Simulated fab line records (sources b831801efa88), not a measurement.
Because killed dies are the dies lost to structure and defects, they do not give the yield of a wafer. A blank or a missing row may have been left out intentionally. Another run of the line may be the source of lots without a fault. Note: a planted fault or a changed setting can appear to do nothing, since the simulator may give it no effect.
fab line records	flow gf180mcu
record: lots: 24	wafers: 72	last_day: 34
route steps=602 shown VT_IMPLANT@110 V2@399 M3@411 MIM@514 V5@564
lots with no fault: from the same line, run without faults
start_h: the number of hours between the record's first day and the start of the first shown wafer of the lot	wait_h: hours elapsed since this lot's preceding step	" identical to the entry in the row above	L1.1+2: one row covering several wafers at once	- either no value or no given start	* or withheld: withheld	< > ~ a bound
route shown NAME@n: a module of which the file shows steps, and the number in the route of the first	usual: mean/standard deviation of fault-free wafers	same: alike in all rows	chamber/n: place in a boat	sites: the reading at each site	_std_site: how widely they spread, as a standard deviation	_edge_site: mean of outer sites minus mean of inner sites	radius_mm: how far each site lies from the wafer's centre	mask NAME#n: copy n	behind: the last tool/chamber to shape the wafer	hold: reason for holding the lot/hours on hold/outcome of the hold	device: whichever transistor did not switch (one of n, p or np)	end of line: tests run on the same wafers once the route is complete	for a step that has no rows: nothing shown but its recipe	killed: not the wafer's yield, but the dies lost to structure and defects at the first sort	map: shows each die of a wafer: x if killed, . if not, _ if none is there
set.NAME: the run value of the setting; set.NAME@STEP: its run value at that earlier step	model.NAME: the simulator's own value behind a step, which no gauge read
the route's steps for a sample of lots (tables are steps, rows are wafers)
services: a tool's chamber out of use, with start hour (start_h, from the record's first day; less than 0 if before it), hours out, and reason
== steps ==
step: GF_VT_IMPLANT_STRIP_20
recipe: chemistry: O2/N2	power_w: 1400	pressure_mtorr: 1500	platen_temp_c: 250	o2_flow_sccm: 3000	n2_flow_sccm: 300	overash_fraction: 0.5
usual: drypump_motor_current_A: 5.5/0.54	heater_power_w: 332/41	oes_product_au: 0.716/0.0045	strip_time_to_endpoint_s: 12.63/0.032
lot.wafer	tool	chamber	start_h	wait_h	drypump_motor_current_A	heater_power_w	oes_product_au	rf_hours_counter_h	strip_time_to_endpoint_s
L074.1	plasma_asher-03	1	127.30	0.1	5.7	306	0.715	1	12.61
L074.4	"	1	"	"	5.7	315	0.716	-	12.58
L074.6	"	1	"	"	5.7	307	0.718	-	12.60
L075.1	plasma_asher-01	0	132.87	0.1	4.8	300	0.713	35	12.62
L075.2	"	1	"	"	5.4	290	0.717	35	12.59
L075.3	"	1	"	"	5.4	283	0.724	-	12.64
L076.2	plasma_asher-03	1	144.97	0.1	5.7	312	0.716	3	12.61
L076.3	"	1	"	"	5.7	308	0.716	-	12.62
L076.5	"	0	"	"	5.2	306	0.718	-	12.65
L077.2	plasma_asher-04	1	155.95	0.1	6.5	393	0.715	50	12.62
L077.4	"	1	"	"	6.4	402	0.719	-	12.60
L077.5	"	0	"	"	5.2	348	0.719	-	12.60
L078.1	plasma_asher-04	0	162.92	0.1	5.1	346	0.722	51	12.55
L078.2	"	1	"	"	6.4	391	0.717	51	12.67
L078.3	"	1	"	"	6.4	411	0.719	-	12.59
L079.2	plasma_asher-04	0	172.80	0.1	5.2	355	0.710	53	12.67
L079.3	"	1	"	"	6.5	395	0.713	-	12.62
L079.4	"	0	"	"	5.2	346	0.715	-	12.60
L081.3	plasma_asher-04	0	175.33	0.1	5.2	343	0.712	-	12.61
L081.5	"	0	"	"	5.2	355	0.718	-	12.62
L081.6	"	1	"	"	6.5	397	0.710	-	12.60
L080.1	plasma_asher-03	1	176.85	0.1	5.7	313	0.717	6	12.68
L080.4	"	0	"	"	5.2	297	0.710	-	12.66
L080.5	"	0	"	"	5.2	305	0.710	-	12.69
L082.1	plasma_asher-01	0	183.34	0.1	4.8	306	0.722	39	12.65
L082.3	"	1	"	"	5.4	288	0.707	-	12.68
L082.5	"	0	"	"	4.8	321	0.713	-	12.66
L084.3	plasma_asher-04	1	193.95	0.1	6.4	403	0.720	-	12.63
L084.4	"	0	"	"	5.2	347	0.709	-	12.67
L084.5	"	1	"	"	6.4	396	0.718	-	12.65
L083.1	plasma_asher-04	1	195.64	0.1	6.5	392	0.715	56	12.63
L083.2	"	0	"	"	5.2	350	0.708	56	12.59
L083.4	"	0	"	"	5.2	353	0.712	-	12.62
L085.3	plasma_asher-01	1	203.38	0.1	5.4	280	0.716	-	12.65
L085.4	"	0	"	"	4.8	312	0.712	-	12.64
L085.6	"	0	"	"	4.8	311	0.715	-	12.64
L086.2	plasma_asher-01	0	205.76	0.1	4.8	311	0.710	42	12.61
L086.3	"	1	"	"	5.4	283	0.716	-	12.63
L086.6	"	1	"	"	5.5	278	0.708	-	12.62
L087.2	plasma_asher-04	1	211.10	0.1	6.4	404	0.723	57	12.63
L087.3	"	0	"	"	5.2	350	0.716	-	12.62
L087.6	"	0	"	"	5.2	343	0.716	-	12.62
L088.1	plasma_asher-03	0	219.41	0.1	5.2	305	0.719	11	12.61
L088.2	"	1	"	"	5.7	304	0.714	11	12.63
L088.3	"	0	"	"	5.2	301	0.714	-	12.60
L089.1	plasma_asher-03	0	227.45	0.1	5.3	296	0.725	11	12.62
L089.3	"	1	"	"	5.7	316	0.713	-	12.64
L089.4	"	0	"	"	5.3	307	0.712	-	12.66
L090.1	plasma_asher-04	1	232.46	0.1	6.5	398	0.715	60	12.64
L090.4	"	0	"	"	5.2	360	0.720	-	12.64
L090.6	"	0	"	"	5.2	354	0.719	-	12.65
L091.1	plasma_asher-01	1	237.70	0.1	5.4	283	0.721	45	12.70
L091.2	"	0	"	"	4.8	308	0.720	45	12.70
L091.3	"	1	"	"	5.4	282	0.720	-	12.67
L092.4	plasma_asher-01	1	246.90	0.1	5.4	286	0.721	-	12.66
L092.5	"	0	"	"	4.8	312	0.722	-	12.60
L092.6	"	1	"	"	5.4	275	0.716	-	12.63
L093.3	plasma_asher-04	1	250.42	0.1	6.4	399	0.724	-	12.68
L093.5	"	1	"	"	6.4	390	0.720	-	12.69
L093.6	"	0	"	"	5.2	351	0.714	-	12.65
L094.2	plasma_asher-04	1	254.80	0.1	6.5	404	0.718	62	12.65
L094.4	"	1	"	"	6.4	407	0.721	-	12.66
L094.5	"	1	"	"	6.4	397	0.715	-	12.65
L095.3	plasma_asher-03	1	262.58	0.1	5.7	294	0.718	-	12.59
L095.4	"	0	"	"	5.2	304	0.716	-	12.62
L095.6	"	0	"	"	5.2	300	0.713	-	12.59
L096.1	plasma_asher-03	0	271.34	0.1	5.2	299	0.721	16	12.66
L096.2	"	1	"	"	5.7	309	0.714	16	12.63
L096.5	"	1	"	"	5.7	305	0.709	-	12.66
L097.3	plasma_asher-03	1	273.87	0.1	5.7	293	0.719	-	12.60
L097.4	"	0	"	"	5.2	299	0.711	-	12.60
L097.6	"	1	"	"	5.7	306	0.718	-	12.59
step: GF_V2_ETCH_17
recipe: chemistry: C4F8/O2/Ar	mask_material: KrF	target: SiO2	stop_on: TiN	source_w: 1500	bias_w: 1157	pressure_mtorr: 40	c4f8_flow_sccm: withheld	O2_flow_sccm: 6	Ar_flow_sccm: 300	time_s: withheld	target_depth_a: 6300
usual: oes_product_au: 0.855/0.0044
lot.wafer	tool	chamber	start_h	wait_h	oes_product_au
L074.1	rie_diel-02	2	-	-	0.856
L074.4	"	2	"	"	0.855
L074.6	"	3	"	"	0.863
L075.1	rie_diel-02	1	-	-	0.851
L075.2	"	2	"	"	0.850
L075.3	"	3	"	"	0.861
L076.2	rie_diel-03	2	-	-	0.852
L076.3	"	3	"	"	0.861
L076.5	"	0	"	"	0.864
L077.2	rie_diel-03	3	-	-	0.859
L077.4	"	2	"	"	0.857
L077.5	"	2	"	"	0.863
L078.1	rie_diel-03	1	-	-	0.857
L078.2	"	3	"	"	0.850
L078.3	"	2	"	"	0.853
L079.2	rie_diel-02	2	-	-	0.857
L079.3	"	3	"	"	0.857
L079.4	"	1	"	"	0.845
L081.3	rie_diel-02	0	-	-	0.857
L081.5	"	0	"	"	0.846
L081.6	"	1	"	"	0.850
L080.1	rie_diel-03	2	-	-	0.856
L080.4	"	3	"	"	0.860
L080.5	"	3	"	"	0.857
L082.1	rie_diel-04	1	-	-	0.860
L082.3	"	3	"	"	0.850
L082.5	"	1	"	"	0.856
L084.3	rie_diel-02	2	-	-	0.857
L084.4	"	1	"	"	0.855
L084.5	"	0	"	"	0.856
L083.1	rie_diel-02	1	-	-	0.854
L083.2	"	3	"	"	0.850
L083.4	"	0	"	"	0.854
L085.3	rie_diel-04	3	-	-	0.857
L085.4	"	2	"	"	0.850
L085.6	"	0	"	"	0.854
L086.2	rie_diel-02	1	-	-	0.865
L086.3	"	3	"	"	0.850
L086.6	"	3	"	"	0.851
L087.2	rie_diel-03	2	-	-	0.851
L087.3	"	0	"	"	0.860
L087.6	"	0	"	"	0.856
L088.1	rie_diel-03	2	-	-	0.863
L088.2	"	0	"	"	0.853
L088.3	"	1	"	"	0.854
L090.1	rie_diel-03	2	-	-	0.851
L090.4	"	0	"	"	0.852
L090.6	"	3	"	"	0.855
L089.1	rie_diel-03	1	-	-	0.854
L089.3	"	2	"	"	0.862
L089.4	"	0	"	"	0.853
L091.1	rie_diel-03	2	-	-	0.847
L091.2	"	3	"	"	0.857
L091.3	"	0	"	"	0.856
L092.4	rie_diel-03	3	-	-	0.856
L092.5	"	1	"	"	0.854
L092.6	"	2	"	"	0.847
L093.3	rie_diel-02	3	-	-	0.855
L093.5	"	0	"	"	0.857
L093.6	"	1	"	"	0.857
L094.2	rie_diel-04	3	-	-	0.854
L094.4	"	0	"	"	0.858
L094.5	"	3	"	"	0.861
L095.3	rie_diel-02	0	-	-	0.849
L095.4	"	1	"	"	0.857
L095.6	"	3	"	"	0.859
L097.3	rie_diel-03	2	-	-	0.850
L097.4	"	0	"	"	0.856
L097.6	"	2	"	"	0.860
L096.1	rie_diel-03	0	-	-	0.863
L096.2	"	3	"	"	0.863
L096.5	"	0	"	"	0.864
step: GF_V2_STRIP_18
recipe: chemistry: O2/N2	power_w: 1400	pressure_mtorr: 1500	platen_temp_c: 250	o2_flow_sccm: 3000	n2_flow_sccm: 300	overash_fraction: 0.5
usual: drypump_motor_current_A: 5.8/0.52	heater_power_w: 340/36	oes_product_au: 0.594/0.0044
lot.wafer	tool	chamber	start_h	wait_h	drypump_motor_current_A	heater_power_w	oes_product_au	rf_hours_counter_h
L074.1	plasma_asher-03	0	472.28	-	5.3	295	0.596	38
L074.4	"	1	"	"	5.7	302	0.595	-
L074.6	"	1	"	"	5.7	303	0.596	-
L075.1	plasma_asher-04	0	478.23	-	5.2	366	0.591	5
L075.2	"	1	"	"	6.5	411	0.594	5
L075.3	"	0	"	"	5.2	353	0.593	-
L076.2	plasma_asher-04	1	494.56	-	6.4	394	0.595	6
L076.3	"	0	"	"	5.2	355	0.590	-
L076.5	"	0	"	"	5.2	362	0.594	-
L077.2	plasma_asher-03	1	511.41	-	5.7	307	0.591	43
L077.4	"	1	"	"	5.7	303	0.589	-
L077.5	"	0	"	"	5.2	300	0.602	-
L078.1	plasma_asher-03	1	521.23	-	5.7	311	0.598	44
L078.2	"	0	"	"	5.2	299	0.604	44
L078.3	"	0	"	"	5.2	300	0.595	-
L079.2	plasma_asher-04	1	535.14	-	6.4	393	0.591	10
L079.3	"	1	"	"	6.4	404	0.591	-
L079.4	"	0	"	"	5.2	356	0.589	-
L081.3	plasma_asher-04	1	538.89	-	6.4	409	0.594	-
L081.5	"	1	"	"	6.5	413	0.603	-
L081.6	"	0	"	"	5.2	356	0.592	-
L080.1	plasma_asher-02	1	543.59	-	6.5	321	0.605	87
L080.4	"	1	"	"	6.4	316	0.598	-
L080.5	"	0	"	"	5.6	335	0.591	-
L082.1	plasma_asher-04	1	550.99	-	6.5	414	0.592	12
L082.3	"	1	"	"	6.4	407	0.588	-
L082.5	"	1	"	"	6.5	407	0.598	-
L084.3	plasma_asher-02	1	561.82	-	6.4	321	0.595	-
L084.4	"	0	"	"	5.6	341	0.584	-
L084.5	"	0	"	"	5.6	332	0.598	-
L083.1	plasma_asher-04	0	566.61	-	5.2	355	0.593	14
L083.2	"	1	"	"	6.5	400	0.599	14
L083.4	"	1	"	"	6.5	406	0.597	-
L085.3	plasma_asher-02	1	575.59	-	6.5	318	0.595	-
L085.4	"	0	"	"	5.6	340	0.594	-
L085.6	"	0	"	"	5.6	336	0.591	-
L086.2	plasma_asher-02	0	576.66	-	5.6	339	0.592	91
L086.3	"	1	"	"	6.5	329	0.591	-
L086.6	"	0	"	"	5.6	336	0.595	-
L087.2	plasma_asher-04	0	587.13	-	5.1	345	0.595	16
L087.3	"	1	"	"	6.4	405	0.595	-
L087.6	"	1	"	"	6.4	408	0.600	-
L088.1	plasma_asher-03	0	595.63	-	5.3	297	0.592	52
L088.2	"	1	"	"	5.7	308	0.597	52
L088.3	"	0	"	"	5.2	313	0.594	-
L090.1	plasma_asher-04	0	612.23	-	5.2	352	0.601	19
L090.4	"	1	"	"	6.4	415	0.594	-
L090.6	"	0	"	"	5.2	348	0.600	-
L089.1	plasma_asher-03	1	613.33	-	5.7	305	0.592	54
L089.3	"	0	"	"	5.2	303	0.588	-
L089.4	"	1	"	"	5.7	309	0.590	-
L091.1	plasma_asher-03	0	617.03	-	5.2	308	0.594	55
L091.2	"	1	"	"	5.7	303	0.595	55
L091.3	"	1	"	"	5.7	312	0.588	-
L092.4	plasma_asher-03	1	629.54	-	5.7	304	0.600	-
L092.5	"	1	"	"	5.7	314	0.598	-
L092.6	"	0	"	"	5.2	304	0.596	-
L093.3	plasma_asher-02	1	637.16	-	6.4	329	0.592	-
L093.5	"	1	"	"	6.5	320	0.597	-
L093.6	"	0	"	"	5.6	346	0.594	-
L094.2	plasma_asher-02	1	639.41	-	6.4	321	0.597	97
L094.4	"	0	"	"	5.6	329	0.584	-
L094.5	"	1	"	"	6.5	317	0.594	-
L095.3	plasma_asher-02	1	643.66	-	6.4	319	0.587	-
L095.4	"	0	"	"	5.7	340	0.598	-
L095.6	"	0	"	"	5.6	339	0.594	-
L097.3	plasma_asher-03	0	658.13	-	5.2	306	0.598	-
L097.4	"	1	"	"	5.7	312	0.592	-
L097.6	"	1	"	"	5.7	303	0.598	-
L096.1	plasma_asher-04	1	659.83	-	6.4	410	0.587	23
L096.2	"	0	"	"	5.2	354	0.591	23
L096.5	"	0	"	"	5.2	352	0.597	-
step: GF_M3_SPUTTER_02
recipe: material: AlCu	target_thk_nm: 450	power_w: 10600	time_s: 23.9	chamber_pressure_pa: 0.4
usual: throttle_valve_pct: 30.4/0.96
lot.wafer	tool	chamber	start_h	wait_h	throttle_valve_pct
L074.1	pvd_sputter-04	-	473.78	0.0	29.6
L074.4	"	-	"	"	29.4
L074.6	"	-	"	"	30.3
L075.1	pvd_sputter-04	-	479.59	0.0	30.4
L075.2	"	-	"	"	31.0
L075.3	"	-	"	"	29.5
L076.2	pvd_sputter-02	-	495.91	0.0	32.3
L076.3	"	-	"	"	29.4
L076.5	"	-	"	"	32.1
L077.2	pvd_sputter-03	-	512.76	0.0	29.9
L077.4	"	-	"	"	32.0
L077.5	"	-	"	"	31.6
L078.1	pvd_sputter-03	-	522.82	0.0	29.5
L078.2	"	-	"	"	29.2
L078.3	"	-	"	"	30.1
L079.2	pvd_sputter-04	-	536.84	0.0	29.4
L079.3	"	-	"	"	29.5
L079.4	"	-	"	"	30.8
L081.3	pvd_sputter-02	-	540.29	0.0	30.8
L081.5	"	-	"	"	30.5
L081.6	"	-	"	"	29.6
L080.1	pvd_sputter-04	-	544.98	0.0	29.5
L080.4	"	-	"	"	30.3
L080.5	"	-	"	"	31.1
L082.1	pvd_sputter-04	-	552.38	0.0	29.4
L082.3	"	-	"	"	29.5
L082.5	"	-	"	"	29.5
L084.3	pvd_sputter-04	-	563.17	0.0	29.4
L084.4	"	-	"	"	29.4
L084.5	"	-	"	"	30.3
L083.1	pvd_sputter-02	-	567.96	0.0	30.5
L083.2	"	-	"	"	30.7
L083.4	"	-	"	"	32.2
L085.3	pvd_sputter-04	-	577.00	0.0	30.2
L085.4	"	-	"	"	29.5
L085.6	"	-	"	"	29.7
L086.2	pvd_sputter-03	-	578.01	0.0	31.9
L086.3	"	-	"	"	29.4
L086.6	"	-	"	"	29.9
L087.2	pvd_sputter-02	-	588.52	0.0	29.7
L087.3	"	-	"	"	30.3
L087.6	"	-	"	"	32.4
L088.1	pvd_sputter-03	-	596.99	0.0	29.3
L088.2	"	-	"	"	28.9
L088.3	"	-	"	"	30.0
L090.1	pvd_sputter-04	-	613.59	0.0	29.3
L090.4	"	-	"	"	31.1
L090.6	"	-	"	"	30.4
L089.1	pvd_sputter-02	-	614.69	0.0	30.7
L089.3	"	-	"	"	29.7
L089.4	"	-	"	"	32.3
L091.1	pvd_sputter-02	-	618.54	0.0	32.2
L091.2	"	-	"	"	30.9
L091.3	"	-	"	"	29.8
L092.4	pvd_sputter-03	-	630.89	0.0	29.1
L092.5	"	-	"	"	29.1
L092.6	"	-	"	"	31.8
L093.3	pvd_sputter-02	-	638.58	0.0	32.1
L093.5	"	-	"	"	30.7
L093.6	"	-	"	"	30.9
L094.2	pvd_sputter-02	-	640.76	0.0	32.2
L094.4	"	-	"	"	30.9
L094.5	"	-	"	"	32.2
L095.3	pvd_sputter-04	-	644.99	0.0	29.7
L095.4	"	-	"	"	30.2
L095.6	"	-	"	"	29.6
L097.3	pvd_sputter-04	-	659.45	0.0	29.8
L097.4	"	-	"	"	29.5
L097.6	"	-	"	"	29.2
L096.1	pvd_sputter-02	-	661.19	0.0	30.4
L096.2	"	-	"	"	30.9
L096.5	"	-	"	"	29.4
step: GF_MIM_THK_MEAS_11
recipe: thk_meas_gauge: xrf	reads: AlCu_of_MIM_SPUTTER_08
usual: MIM_ALCU_THK: 199.1/2.5
lot.wafer	tool	chamber	start_h	wait_h	MIM_ALCU_THK[nm]
L074.1	film_metro-01	-	576.15	0.1	203.9
L074.4	"	-	"	"	200.7
L074.6	"	-	"	"	200.3
L075.1	film_metro-03	-	580.34	0.1	198.0
L075.2	"	-	"	"	196.8
L075.3	"	-	"	"	199.7
L076.2	film_metro-03	-	595.10	0.1	199.2
L076.3	"	-	"	"	201.2
L076.5	"	-	"	"	201.4
L077.2	film_metro-02	-	608.80	0.1	199.7
L077.4	"	-	"	"	203.0
L077.5	"	-	"	"	202.5
L078.1	film_metro-01	-	618.74	0.1	202.2
L078.2	"	-	"	"	201.6
L078.3	"	-	"	"	203.9
L079.2	film_metro-02	-	630.98	0.1	201.6
L079.3	"	-	"	"	200.7
L079.4	"	-	"	"	200.7
L081.3	film_metro-03	-	633.25	0.1	198.8
L081.5	"	-	"	"	198.5
L081.6	"	-	"	"	200.8
L080.1	film_metro-01	-	638.02	0.1	201.6
L080.4	"	-	"	"	202.2
L080.5	"	-	"	"	199.6
L082.1	film_metro-03	-	645.51	0.1	198.5
L082.3	"	-	"	"	198.0
L082.5	"	-	"	"	195.5
L084.3	film_metro-01	-	653.84	0.1	199.2
L084.4	"	-	"	"	201.5
L084.5	"	-	"	"	199.6
L083.1	film_metro-01	-	660.14	0.1	196.3
L083.2	"	-	"	"	198.1
L083.4	"	-	"	"	197.3
L085.3	film_metro-01	-	667.35	0.1	202.4
L085.4	"	-	"	"	204.8
L085.6	"	-	"	"	203.9
L086.2	film_metro-01	-	668.12	0.1	203.2
L086.3	"	-	"	"	202.6
L086.6	"	-	"	"	203.1
L087.2	film_metro-01	-	675.82	0.1	193.2
L087.3	"	-	"	"	196.7
L087.6	"	-	"	"	195.2
L088.1	film_metro-02	-	684.99	0.1	197.4
L088.2	"	-	"	"	194.8
L088.3	"	-	"	"	196.0
L090.1	film_metro-03	-	699.36	0.1	193.1
L090.4	"	-	"	"	197.7
L090.6	"	-	"	"	195.0
L089.1	film_metro-03	-	699.90	0.1	198.4
L089.3	"	-	"	"	198.0
L089.4	"	-	"	"	200.0
L091.1	film_metro-01	-	705.14	0.1	196.4
L091.2	"	-	"	"	200.2
L091.3	"	-	"	"	196.5
L092.4	film_metro-01	-	716.48	0.1	199.7
L092.5	"	-	"	"	200.2
L092.6	"	-	"	"	199.6
L093.3	film_metro-02	-	722.71	0.1	198.2
L093.5	"	-	"	"	197.0
L093.6	"	-	"	"	196.1
L094.2	film_metro-03	-	724.00	0.1	196.2
L094.4	"	-	"	"	197.6
L094.5	"	-	"	"	198.2
L095.3	film_metro-03	-	730.45	0.1	197.5
L095.4	"	-	"	"	197.4
L095.6	"	-	"	"	198.5
L097.3	film_metro-02	-	740.32	0.1	200.6
L097.4	"	-	"	"	198.6
L097.6	"	-	"	"	200.0
L096.1	film_metro-03	-	742.53	0.1	196.1
L096.2	"	-	"	"	197.1
L096.5	"	-	"	"	198.0
step: GF_V5_RS_MEAS_24
recipe: thk_meas_gauge: four-point-probe	reads: W_of_V5_CVD_23+TiN_of_V5_SPUTTER_22+Ti_of_V5_SPUTTER_21
usual: V5_W_RS: 0.326/0.0049
lot.wafer	tool	chamber	start_h	wait_h	V5_W_RS[ohm/sq]
L074.1	film_metro-04	-	642.04	0.1	0.329
L074.4	"	-	"	"	0.332
L074.6	"	-	"	"	0.329
L075.1	film_metro-02	-	646.51	0.1	0.320
L075.2	"	-	"	"	0.330
L075.3	"	-	"	"	0.318
L076.2	film_metro-04	-	659.90	0.1	0.331
L076.3	"	-	"	"	0.333
L076.5	"	-	"	"	0.330
L077.2	film_metro-04	-	672.80	0.1	0.333
L077.4	"	-	"	"	0.319
L077.5	"	-	"	"	0.322
L078.1	film_metro-03	-	681.68	0.1	0.330
L078.2	"	-	"	"	0.319
L078.3	"	-	"	"	0.318
L079.2	film_metro-03	-	691.54	0.1	0.327
L079.3	"	-	"	"	0.328
L079.4	"	-	"	"	0.332
L081.3	film_metro-03	-	695.58	0.1	0.322
L081.5	"	-	"	"	0.327
L081.6	"	-	"	"	0.316
L080.1	film_metro-02	-	699.57	0.1	0.329
L080.4	"	-	"	"	0.328
L080.5	"	-	"	"	0.328
L082.1	film_metro-02	-	705.73	0.1	0.318
L082.3	"	-	"	"	0.325
L082.5	"	-	"	"	0.315
L084.3	film_metro-04	-	714.40	0.1	0.317
L084.4	"	-	"	"	0.328
L084.5	"	-	"	"	0.328
L083.1	film_metro-04	-	719.20	0.1	0.331
L083.2	"	-	"	"	0.330
L083.4	"	-	"	"	0.331
L085.3	film_metro-02	-	727.27	0.1	0.322
L085.4	"	-	"	"	0.330
L085.6	"	-	"	"	0.331
L086.2	film_metro-03	-	727.35	0.1	0.327
L086.3	"	-	"	"	0.327
L086.6	"	-	"	"	0.328
L087.2	film_metro-03	-	735.68	0.1	0.331
L087.3	"	-	"	"	0.330
L087.6	"	-	"	"	0.327
L088.1	film_metro-03	-	742.75	0.1	0.323
L088.2	"	-	"	"	0.324
L088.3	"	-	"	"	0.327
L090.1	film_metro-04	-	755.53	0.1	0.324
L090.4	"	-	"	"	0.325
L090.6	"	-	"	"	0.327
L089.1	film_metro-03	-	755.94	0.2	0.330
L089.3	"	-	"	"	0.328
L089.4	"	-	"	"	0.329
L091.1	film_metro-03	-	760.80	0.1	0.316
L091.2	"	-	"	"	0.327
L091.3	"	-	"	"	0.318
L092.4	film_metro-04	-	772.01	0.1	0.328
L092.5	"	-	"	"	0.322
L092.6	"	-	"	"	0.327
L093.3	film_metro-02	-	776.64	0.1	0.326
L093.5	"	-	"	"	0.330
L093.6	"	-	"	"	0.330
L094.2	film_metro-04	-	778.15	0.1	0.328
L094.4	"	-	"	"	0.326
L094.5	"	-	"	"	0.329
L095.3	film_metro-04	-	783.69	0.1	0.326
L095.4	"	-	"	"	0.317
L095.6	"	-	"	"	0.317
L097.3	film_metro-02	-	792.95	0.1	0.329
L097.4	"	-	"	"	0.329
L097.6	"	-	"	"	0.330
L096.1	film_metro-02	-	793.92	0.1	0.329
L096.2	"	-	"	"	0.325
L096.5	"	-	"	"	0.329
== services ==
tool	chamber	start_h	hours	kind
plasma_asher-03	-	108.75	9.0	pm
rie_diel-03	3	159.01	10.6	repair
rie_diel-03	2	159.26	7.1	repair
plasma_asher-03	-	160.04	6.3	repair
rie_diel-03	3	183.75	3.1	repair
rie_diel-03	-	226.69	2.8	pm
rie_diel-03	0	288.86	18.5	repair
rie_diel-03	0	310.30	3.2	repair
rie_diel-03	0	318.11	4.2	repair
plasma_asher-04	-	399.78	0.3	repair
rie_diel-03	2	410.30	2.1	repair
rie_diel-03	3	415.73	3.7	repair
plasma_asher-03	-	419.07	2.9	repair
plasma_asher-04	-	421.30	9.0	pm
pvd_sputter-04	-	426.53	5.5	repair
plasma_asher-03	-	451.95	6.2	repair
plasma_asher-04	-	479.21	14.8	repair
pvd_sputter-04	-	491.04	2.2	repair
plasma_asher-04	-	503.77	2.8	pm
plasma_asher-03	-	523.42	1.1	repair
rie_diel-03	1	559.39	1.6	repair
plasma_asher-04	-	618.46	2.8	repair
plasma_asher-04	-	637.86	5.9	repair
rie_diel-03	1	654.82	59.3	repair
== key ==
fault none
